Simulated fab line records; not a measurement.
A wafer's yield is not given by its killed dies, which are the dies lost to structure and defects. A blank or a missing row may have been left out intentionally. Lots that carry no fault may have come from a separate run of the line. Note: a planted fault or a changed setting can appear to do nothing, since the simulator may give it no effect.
fab line records | flow sky130
record: lots: 14 wafers: 42 last-day: 50
route steps=708 shown SONOS_ONO@185 RES_PROTECT@214 LDD_N@247 LDD_P@266
lots with no fault: from the same line, run without faults
start-h: start of the lot's first displayed wafer, in hours after the record's first day | wait-h: hours elapsed since this lot's preceding step | " as in the row above | L1.1+2: one row covering several wafers at once | - no value, or no start was given | * or withheld: withheld | < > ~ a bound
route shown NAME@n: a module of which the file shows steps, and the number in the route of the first | usual: average and standard deviation across the fault-free wafers | same: alike in all rows | chamber/n: place in a boat | sites: per-site readings | _std_site: the values' standard deviation | _edge_site: inner sites' mean taken away from outer sites' mean | radius-mm: for every site, how far away it sits from the centre of the wafer | mask NAME#n: copy n | behind: the last tool/chamber to shape the wafer | hold: cause of the lot's hold/its duration in hours/its outcome | device: names the non-switching transistor (n, p or np) | end of line: at the end of the route, the tests of the same wafers | a step given without rows: its recipe and nothing more | killed: not the wafer's yield, but the dies lost to structure and defects at the first sort | map: a wafer's dies, marking killed ones x, the rest . and places with no die _
set.NAME: setting as actually run; set.NAME@STEP: the setting as run at that earlier step | model.NAME: the simulator's own value behind a step, which no gauge read
steps of the route over a sample of lots; a table a step, a row a wafer
services: from which hour (start-h, from the record's first day; less than 0 if before it) a tool's chamber was out of use, for how many hours, and why
== steps ==
step: SKY_SONOS_ONO_STRIP_17
recipe: chemistry: O2/N2 power-w: 1400 pressure-mtorr: 1500 platen-temp-c: withheld o2-flow-sccm: 3000 n2-flow-sccm: 300 overash-fraction: 0.5
usual: drypump-motor-current-A: 5.8/0.4 oes-product-au: 0.710/0.0043 strip-time-to-endpoint-s: 14.12/0.046
columns lot.wafer tool chamber start-h wait-h drypump-motor-current-A oes-product-au rf-hours-counter-h strip-time-to-endpoint-s
L209.1 plasma-asher-03 0 277.05 0.0 6.5 0.717 56 14.10
L209.4 " 1 " " 5.8 0.705 - 14.05
L209.6 " 1 " " 5.8 0.709 - 13.99
L210.1 plasma-asher-03 0 284.24 0.0 6.5 0.702 57 14.15
L210.4 " 0 " " 6.5 0.716 - 14.19
L210.5 " 1 " " 5.8 0.715 - 14.16
L211.1 plasma-asher-04 1 292.72 0.0 5.9 0.704 18 14.13
L211.2 " 0 " " 5.7 0.709 18 14.11
L211.5 " 1 " " 5.9 0.711 - 14.16
L212.2 plasma-asher-03 1 301.62 0.0 5.8 0.711 58 14.19
L212.3 " 0 " " 6.5 0.709 - 14.16
L212.5 " 0 " " 6.5 0.712 - 14.17
L216.2 plasma-asher-04 0 336.79 0.0 5.7 0.709 22 14.11
L216.3 " 0 " " 5.7 0.712 - 14.09
L216.4 " 1 " " 5.9 0.713 - 14.13
L217.2 plasma-asher-01 1 344.87 0.0 5.8 0.707 53 14.13
L217.3 " 0 " " 5.1 0.705 - 14.08
L217.6 " 1 " " 5.7 0.705 - 14.07
L218.2 plasma-asher-04 0 354.49 0.0 5.7 0.709 24 14.10
L218.3 " 0 " " 5.7 0.710 - 14.11
L218.6 " 0 " " 5.7 0.713 - 14.12
L219.1 plasma-asher-03 0 359.89 0.0 6.5 0.705 64 14.06
L219.2 " 1 " " 5.8 0.716 64 14.11
L219.5 " 1 " " 5.8 0.703 - 14.10
L220.1 plasma-asher-04 1 371.94 0.0 5.9 0.708 25 14.20
L220.5 " 1 " " 5.9 0.716 - 14.17
L220.6 " 0 " " 5.7 0.705 - 14.15
L221.3 plasma-asher-01 0 382.77 0.0 5.1 0.712 - 14.14
L221.4 " 1 " " 5.7 0.704 - 14.11
L221.6 " 0 " " 5.1 0.707 - 14.10
L223.1 plasma-asher-04 0 413.54 0.0 5.7 0.712 30 14.15
L223.2 " 1 " " 5.9 0.716 30 14.17
L223.6 " 1 " " 5.9 0.713 - 14.16
L226.2 plasma-asher-01 0 440.20 0.0 5.2 0.702 64 14.00
L226.3 " 0 " " 5.1 0.710 - 14.05
L226.6 " 0 " " 5.1 0.709 - 14.02
L228.1 plasma-asher-03 0 451.62 0.0 6.5 0.710 73 14.09
L228.5 " 1 " " 5.8 0.715 - 14.11
L228.6 " 0 " " 6.5 0.709 - 14.08
L232.2 plasma-asher-01 1 469.58 0.0 5.7 0.712 67 14.18
L232.5 " 1 " " 5.7 0.720 - 14.17
L232.6 " 0 " " 5.1 0.710 - 14.16
step: SKY_RES_PROTECT_STRIP_07
recipe: chemistry: O2/N2 power-w: 1400 pressure-mtorr: 1500 platen-temp-c: withheld o2-flow-sccm: 3000 n2-flow-sccm: 300 overash-fraction: 0.5
usual: drypump-motor-current-A: 5.7/0.48 oes-product-au: 0.518/0.0048 strip-time-to-endpoint-s: 23.31/0.044
columns lot.wafer tool chamber start-h wait-h drypump-motor-current-A oes-product-au rf-hours-counter-h strip-time-to-endpoint-s
L209.1 plasma-asher-03 0 336.83 0.1 6.5 0.518 62 23.32
L209.4 " 1 " " 5.8 0.516 - 23.34
L209.6 " 0 " " 6.5 0.519 - 23.30
L210.1 plasma-asher-01 0 346.14 0.1 5.1 0.511 53 23.30
L210.4 " 0 " " 5.1 0.512 - 23.33
L210.5 " 1 " " 5.7 0.517 - 23.26
L211.1 plasma-asher-02 0 353.44 0.1 5.3 0.516 65 23.27
L211.2 " 1 " " 6.1 0.513 65 23.30
L211.5 " 0 " " 5.3 0.516 - 23.32
L212.2 plasma-asher-01 1 361.65 0.1 5.7 0.527 55 23.37
L212.3 " 1 " " 5.8 0.512 - 23.33
L212.5 " 1 " " 5.7 0.515 - 23.31
L216.2 plasma-asher-01 0 397.58 0.1 5.1 0.522 59 23.28
L216.3 " 1 " " 5.8 0.515 - 23.28
L216.4 " 0 " " 5.1 0.514 - 23.30
L217.2 plasma-asher-03 1 408.55 0.1 5.8 0.509 69 23.39
L217.3 " 0 " " 6.5 0.518 - 23.33
L217.6 " 0 " " 6.5 0.512 - 23.33
L218.2 plasma-asher-01 1 418.33 0.1 5.7 0.524 61 23.29
L218.3 " 1 " " 5.7 0.520 - 23.30
L218.6 " 0 " " 5.1 0.521 - 23.27
L219.1 plasma-asher-01 0 422.55 0.1 5.1 0.513 62 23.28
L219.2 " 1 " " 5.7 0.517 62 23.32
L219.5 " 0 " " 5.1 0.519 - 23.30
L220.1 plasma-asher-03 1 435.09 0.1 5.8 0.513 72 23.29
L220.5 " 0 " " 6.5 0.517 - 23.31
L220.6 " 1 " " 5.8 0.510 - 23.26
L221.3 plasma-asher-02 1 447.84 0.1 6.1 0.526 - 23.32
L221.4 " 0 " " 5.3 0.509 - 23.34
L221.6 " 0 " " 5.3 0.516 - 23.30
L223.1 plasma-asher-02 1 479.93 0.1 6.1 0.523 5 23.22
L223.2 " 0 " " 5.3 0.514 5 23.24
L223.6 " 0 " " 5.3 0.514 - 23.24
L226.2 plasma-asher-03 0 507.74 0.1 6.5 0.515 79 23.24
L226.3 " 1 " " 5.8 0.515 - 23.28
L226.6 " 1 " " 5.8 0.520 - 23.27
L228.1 plasma-asher-03 1 517.10 0.1 5.8 0.520 80 23.32
L228.5 " 0 " " 6.5 0.515 - 23.35
L228.6 " 1 " " 5.8 0.527 - 23.36
L232.2 plasma-asher-01 0 535.88 0.1 5.1 0.519 73 23.32
L232.5 " 0 " " 5.1 0.517 - 23.26
L232.6 " 1 " " 5.7 0.529 - 23.30
step: SKY_LDD_N_IMPLANT_10
recipe: species: As energy-kev: 20 dose-cm2: 7.5e+13 tilt-deg: withheld rotation-deg: 203
usual: beam-energy-keV: 20.001/0.006 beam-on-s: 10.00/0.19 faraday-current-uA: 423/7.9
columns lot.wafer tool chamber start-h wait-h beam-energy-keV beam-on-s faraday-current-uA
L209.1 implanter-03 0 398.91 0.1 20.000 9.94 423
L209.4 " 0 " " 20.011 10.01 423
L209.6 " 0 " " 20.002 9.79 431
L210.1 implanter-02 0 407.22 0.1 20.001 10.22 411
L210.4 " 0 " " 20.005 9.93 427
L210.5 " 0 " " 20.007 9.67 435
L211.1 implanter-02 0 419.94 0.1 20.000 9.74 433
L211.2 " 0 " " 19.995 10.05 422
L211.5 " 0 " " 20.001 10.10 419
L212.2 implanter-01 0 425.42 0.1 19.996 10.19 415
L212.3 " 0 " " 20.003 9.67 436
L212.5 " 0 " " 20.000 9.84 429
L216.2 implanter-03 0 464.61 0.1 20.015 9.86 429
L216.3 " 0 " " 20.006 10.07 418
L216.4 " 0 " " 19.998 9.87 429
L217.2 implanter-01 0 475.50 0.1 19.990 9.95 426
L217.3 " 0 " " 19.993 9.86 429
L217.6 " 0 " " 20.000 9.88 428
L218.2 implanter-01 0 485.95 0.1 19.999 10.09 420
L218.3 " 0 " " 20.008 9.80 429
L218.6 " 0 " " 20.013 10.03 419
L219.1 implanter-01 0 488.62 0.1 20.003 9.79 431
L219.2 " 0 " " 19.995 9.84 430
L219.5 " 0 " " 19.990 10.20 417
L220.1 implanter-02 0 500.41 0.1 19.999 9.88 426
L220.5 " 0 " " 20.004 10.06 418
L220.6 " 0 " " 20.000 9.88 430
L221.3 implanter-01 0 512.96 0.1 19.987 10.06 421
L221.4 " 0 " " 19.989 10.16 418
L221.6 " 0 " " 19.985 9.98 424
L223.1 implanter-01 0 544.92 0.1 19.995 9.67 436
L223.2 " 0 " " 20.010 9.75 435
L223.6 " 0 " " 20.005 10.02 422
L226.2 implanter-02 - 571.95 0.1 - - -
L226.3 " - " " - - -
L226.6 " - " " - - -
L228.1 implanter-01 - 580.99 0.1 - - -
L228.5 " - " " - - -
L228.6 " - " " - - -
L232.2 implanter-01 0 599.05 0.1 20.004 10.19 414
L232.5 " 0 " " 20.008 10.34 408
L232.6 " 0 " " 20.004 10.14 416
step: SKY_LDD_N_STRIP_16
recipe: chemistry: O2/N2 power-w: 1400 pressure-mtorr: 1500 platen-temp-c: withheld o2-flow-sccm: 3000 n2-flow-sccm: 300 overash-fraction: 0.5
usual: drypump-motor-current-A: 5.8/0.44 oes-product-au: 0.407/0.0051 strip-time-to-endpoint-s: 4.320/0.015
columns lot.wafer tool chamber start-h wait-h drypump-motor-current-A oes-product-au rf-hours-counter-h strip-time-to-endpoint-s
L209.1 plasma-asher-01 1 399.81 0.1 5.7 0.409 59 4.326
L209.4 " 0 " " 5.1 0.410 - 4.323
L209.6 " 1 " " 5.7 0.407 - 4.329
L210.1 plasma-asher-03 1 408.12 0.1 5.8 0.404 69 4.295
L210.4 " 1 " " 5.8 0.406 - 4.295
L210.5 " 0 " " 6.5 0.409 - 4.291
L211.1 plasma-asher-03 1 420.84 0.1 5.8 0.410 70 4.319
L211.2 " 0 " " 6.5 0.400 70 4.305
L211.5 " 1 " " 5.8 0.401 - 4.307
L212.2 plasma-asher-03 0 426.30 0.1 6.5 0.397 71 4.298
L212.3 " 1 " " 5.8 0.408 - 4.308
L212.5 " 0 " " 6.5 0.405 - 4.325
L216.2 plasma-asher-04 0 465.49 0.1 5.7 0.407 35 4.322
L216.3 " 1 " " 5.9 0.404 - 4.301
L216.4 " 0 " " 5.7 0.417 - 4.293
L217.2 plasma-asher-01 1 476.37 0.1 5.7 0.404 67 4.295
L217.3 " 0 " " 5.1 0.413 - 4.322
L217.6 " 0 " " 5.1 0.411 - 4.334
L218.2 plasma-asher-03 0 486.82 0.1 6.5 0.400 77 4.307
L218.3 " 1 " " 5.8 0.404 - 4.312
L218.6 " 0 " " 6.5 0.409 - 4.308
L219.1 plasma-asher-04 1 489.52 0.1 5.9 0.409 37 4.340
L219.2 " 0 " " 5.7 0.409 37 4.367
L219.5 " 0 " " 5.7 0.400 - 4.339
L220.1 plasma-asher-01 1 501.31 0.1 5.7 0.407 70 4.326
L220.5 " 1 " " 5.7 0.407 - 4.317
L220.6 " 0 " " 5.1 0.401 - 4.314
L221.3 plasma-asher-04 1 513.84 0.1 5.9 0.404 - 4.338
L221.4 " 0 " " 5.7 0.414 - 4.317
L221.6 " 1 " " 5.9 0.408 - 4.320
L223.1 plasma-asher-03 1 545.82 0.1 5.8 0.406 83 4.329
L223.2 " 0 " " 6.5 0.403 83 4.297
L223.6 " 0 " " 6.4 0.413 - 4.310
L226.2 plasma-asher-04 0 572.82 0.1 5.7 0.412 45 4.128
L226.3 " 0 " " 5.7 0.406 - 4.157
L226.6 " 0 " " 5.7 0.404 - 4.149
L228.1 plasma-asher-01 1 581.89 0.1 5.8 0.405 78 4.161
L228.5 " 0 " " 5.1 0.404 - 4.151
L228.6 " 1 " " 5.7 0.414 - 4.162
L232.2 plasma-asher-03 1 599.92 0.1 5.8 0.414 88 4.338
L232.5 " 0 " " 6.5 0.410 - 4.331
L232.6 " 1 " " 5.8 0.403 - 4.323
step: SKY_LDD_N_TW_MEAS_17
usual: LDD_N_TW: 2577/22
columns lot.wafer tool chamber start-h wait-h hold LDD_N_TW
L209.1 film-metro-03 - 399.91 0.1 - 2603
L209.4 " - " " - 2596
L209.6 " - " " - 2597
L210.1 film-metro-04 - 408.22 0.1 - 2548
L210.4 " - " " - 2557
L210.5 " - " " - 2550
L211.1 film-metro-01 - 420.94 0.1 - 2573
L211.2 " - " " - 2565
L211.5 " - " " - 2572
L212.2 film-metro-03 - 426.41 0.1 - 2602
L212.3 " - " " - 2596
L212.5 " - " " - 2594
L216.2 film-metro-03 - 465.60 0.1 - 2604
L216.3 " - " " - 2610
L216.4 " - " " - 2602
L217.2 film-metro-01 - 476.48 0.1 - 2556
L217.3 " - " " - 2540
L217.6 " - " " - 2568
L218.2 film-metro-01 - 486.93 0.1 - 2550
L218.3 " - " " - 2556
L218.6 " - " " - 2552
L219.1 film-metro-03 - 489.62 0.1 - 2611
L219.2 " - " " - 2606
L219.5 " - " " - 2605
L220.1 film-metro-03 - 501.41 0.1 - 2613
L220.5 " - " " - 2602
L220.6 " - " " - 2604
L221.3 film-metro-04 - 513.93 0.1 - 2559
L221.4 " - " " - 2555
L221.6 " - " " - 2540
L223.1 film-metro-01 - 545.92 0.1 - 2562
L223.2 " - " " - 2561
L223.6 " - " " - 2569
L226.2 film-metro-03 - 572.93 0.1 await-dispo/0.2h/release 2456
L226.3 " - " " await-dispo/0.2h/release 2451
L226.6 " - " " await-dispo/0.2h/release 2429
L226.2 film-metro-03 - 573.17 0.2 - 2433
L226.3 " - " " - 2459
L226.6 " - " " - 2438
L228.1 film-metro-03 - 581.99 0.1 await-dispo/0.2h/release 2438
L228.5 " - " " await-dispo/0.2h/release 2458
L228.6 " - " " await-dispo/0.2h/release 2443
L228.1 film-metro-03 - 582.22 0.2 - 2442
L228.5 " - " " - 2432
L228.6 " - " " - 2444
L232.2 film-metro-03 - 600.03 0.1 - 2601
L232.5 " - " " - 2598
L232.6 " - " " - 2597
step: SKY_LDD_P_TW_MEAS_11
usual: LDD_P_TW: 629/3.7
columns lot.wafer tool chamber start-h wait-h LDD_P_TW
L209.1 film-metro-02 - 430.56 0.1 638
L209.4 " - " " 639
L209.6 " - " " 638
L210.1 film-metro-01 - 438.44 0.1 630
L210.4 " - " " 630
L210.5 " - " " 630
L211.1 film-metro-02 - 452.08 0.1 633
L211.2 " - " " 630
L211.5 " - " " 631
L212.2 film-metro-02 - 457.59 0.1 631
L212.3 " - " " 634
L212.5 " - " " 634
L216.2 film-metro-01 - 495.89 0.1 631
L216.3 " - " " 628
L216.4 " - " " 633
L217.2 film-metro-01 - 507.35 0.1 631
L217.3 " - " " 631
L217.6 " - " " 631
L218.2 film-metro-02 - 517.04 0.1 629
L218.3 " - " " 626
L218.6 " - " " 626
L219.1 film-metro-02 - 520.54 0.1 628
L219.2 " - " " 630
L219.5 " - " " 630
L220.1 film-metro-02 - 532.43 0.1 627
L220.5 " - " " 630
L220.6 " - " " 632
L221.3 film-metro-04 - 544.65 0.1 630
L221.4 " - " " 626
L221.6 " - " " 629
L223.1 film-metro-01 - 576.04 0.1 624
L223.2 " - " " 627
L223.6 " - " " 629
L232.2 film-metro-02 - 630.00 0.1 625
L232.5 " - " " 630
L232.6 " - " " 626
== services ==
columns tool chamber start-h hours kind
plasma-asher-02 - 266.38 7.5 repair
plasma-asher-01 - 279.79 3.9 repair
implanter-03 - 292.03 9.4 pm
implanter-03 - 305.80 1.5 repair
plasma-asher-04 - 320.83 0.8 repair
plasma-asher-03 - 332.09 1.1 repair
implanter-01 - 337.04 4.3 pm
implanter-01 - 341.87 1.5 repair
implanter-02 - 351.76 4.2 pm
implanter-02 - 358.40 0.8 repair
plasma-asher-03 - 381.36 2.0 repair
plasma-asher-02 - 388.98 14.6 pm
plasma-asher-04 - 401.68 2.8 pm
plasma-asher-02 - 421.25 9.0 pm
plasma-asher-02 0 421.25 9.0 vent-cycle
plasma-asher-02 1 421.25 9.0 vent-cycle
implanter-03 - 424.06 3.8 repair
implanter-02 - 426.00 63.6 pm
implanter-03 - 457.98 5.5 pm
implanter-01 - 458.81 1.2 repair
implanter-03 - 480.60 6.3 repair
plasma-asher-03 - 501.43 2.8 pm
implanter-03 - 585.79 9.0 pm
plasma-asher-04 - 595.33 1.9 repair
== key ==
first-sign: step: SKY_LDD_N_IMPLANT_10 reading: tool-record direction: missing
effect: step: SKY_LDD_N_STRIP_16 reading: strip-time-to-endpoint-s direction: down sigmas: 11 usual: * struck: *
effect: step: SKY_LDD_N_TW_MEAS_17 reading: visit direction: added
effect: step: SKY_LDD_N_TW_MEAS_17 reading: LDD_N_TW direction: down sigmas: 5.8 usual: 2577 struck: 2446
met-at SKY_LDD_N_IMPLANT_10
struck-lots L226,L228
later-rows-left-out L226.2,L226.3,L226.6,L228.1,L228.5,L228.6
sort-left-out L226.2,L226.3,L226.6,L228.1,L228.5,L228.6
tester-left-out L226,L228
not-acting-at SKY_SONOS_ONO_STRIP_17,SKY_RES_PROTECT_STRIP_07,SKY_LDD_P_TW_MEAS_11
onset-between 544.92 571.95
fault: kind: skipped-step-whole tool: implanter-01,implanter-02 chamber: - onset-h: 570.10 steps: SKY_LDD_N_IMPLANT_10 scope: struck-lots-only
tester-left-out: of these lots the tester's yield and bins aren't shown, on N5 and GAA mostly nor the transistor test; their killed dies are dies lost to structure and defects alone, not to doping, threshold or leakage, so they don't give the yield
sort-left-out: the simulated sort isn't trusted on such a fault, so these wafers' sort isn't shown, and their yield isn't known
later-rows-left-out: the simulator's readings of these wafers behind a module that went badly wrong aren't trusted and aren't shown, but for the sort
